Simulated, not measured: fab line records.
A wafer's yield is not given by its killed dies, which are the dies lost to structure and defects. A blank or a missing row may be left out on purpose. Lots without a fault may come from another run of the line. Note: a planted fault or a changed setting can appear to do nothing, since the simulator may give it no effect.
Struck lot and sound lot, side by side :: flow sky130 :: 15 out of 708 route steps
Sound: wafers L698.2, L698.3, L698.4. Struck: wafer L697.5 (left out: L697.1, L697.3 of the same lot, which were not struck); the cause appears at the end.
Per side, at each step with rows, come the tool, then ch with its chambers, and then its first start. Under that, the readings that differ: sound wafers :: struck wafers :: difference of the means :: sigmas: that difference in standard deviations of wafers without a fault.
alike: same words and numbers on both sides, and readings whose means sit less than 2 such deviations apart. not compared: any withheld reading, any reading some wafer has no value for, any bound like >300 that may hide the same value, and any number with overlapping values for which the record gives no deviation.
Wherever a step has rows on one side only, a row that says differs or no value, or a row with sigmas, the two part there. Non-overlapping numbers with no deviation appear without sigmas and do not part them. A reading that every wafer of one side lacks parts them only if that side has two wafers or more.

first, 1 step without rows for these wafers: SKY_VT_ADJUST_HVTR_IMPLANT_09.
SKY_VT_ADJUST_HVTR_STRIP_10: strips in O2/N2.
  sound on plasmaAsher-03 ch 0,1, day 14 14:02; struck on plasmaAsher-02 ch 0, day 14 08:32
reading: drypumpMotorCurrentA (A)
sound: 6.04 6.03 6.43
struck: 5.58
difference: -0.59
sigmas: -2

reading: oesProductAu (a.u.)
sound: 0.711 0.710 0.720
struck: 0.703
difference: -0.011
sigmas: -2
  alike: chamberPressureMTorr, stripTimeToEndpointS
  not compared: rfHoursCounterH
SKY_VT_ADJUST_HVTR_TW_MEAS_11:
  sound on filmMetro-04, day 14 14:09; struck on filmMetro-04, day 14 08:38
  alike: VT_ADJUST_HVTR_TW
then, 7 steps without rows for these wafers: SKY_VT_ADJUST_PCH_DEHYDRATE_00 (time 60 s); SKY_VT_ADJUST_PCH_HMDS_01 (prime time 60 s); SKY_VT_ADJUST_PCH_COAT_02 (resist thk 3000 nm); SKY_VT_ADJUST_PCH_SOFTBAKE_03; SKY_VT_ADJUST_PCH_EXPOSE_04 (exposes mask NWM, target cd 840 nm); SKY_VT_ADJUST_PCH_PEB_05; SKY_VT_ADJUST_PCH_DEVELOP_06 (develop time 60 s).
SKY_VT_ADJUST_PCH_OVL_MEAS_07:
  sound on overlay-01, day 15 17:20; struck on overlay-01, day 15 10:44
reading: VT_ADJUST_PCH_OVL (nm)
sound: -0.9 -0.2 -1.8
struck: 2.9
difference: +3.9
sigmas: +3
after that, 1 step had no rows for these wafers: SKY_VT_ADJUST_PCH_IMPLANT_08.
SKY_VT_ADJUST_PCH_STRIP_09: strips in O2/N2.
  sound on plasmaAsher-03 ch 0,1, day 15 17:31; struck on plasmaAsher-04 ch 0, day 15 10:55
reading: oesProductAu (a.u.)
sound: 0.720 0.734 0.715
struck: 0.707
difference: -0.016
sigmas: -3

reading: stripTimeToEndpointS (s)
sound: 36.65 36.79 36.68
struck: 38.37
difference: +1.66
sigmas: +14
  alike: chamberPressureMTorr, drypumpMotorCurrentA
  not compared: rfHoursCounterH
SKY_VT_ADJUST_PCH_TW_MEAS_10:
  sound on filmMetro-03, day 15 17:38; struck on filmMetro-01, day 15 11:01
  alike: VT_ADJUST_PCH_TW
SKY_PAD_OPEN_PROBE_99:
  the record holds rows for the sound wafers here (prober-02, day 49 12:22) but none for the struck ones

WHERE THEY PART
Last at SKY_PAD_OPEN_PROBE_99 as far as this record goes, first at SKY_VT_ADJUST_HVTR_STRIP_10.

WHY: what had been put in by the simulator
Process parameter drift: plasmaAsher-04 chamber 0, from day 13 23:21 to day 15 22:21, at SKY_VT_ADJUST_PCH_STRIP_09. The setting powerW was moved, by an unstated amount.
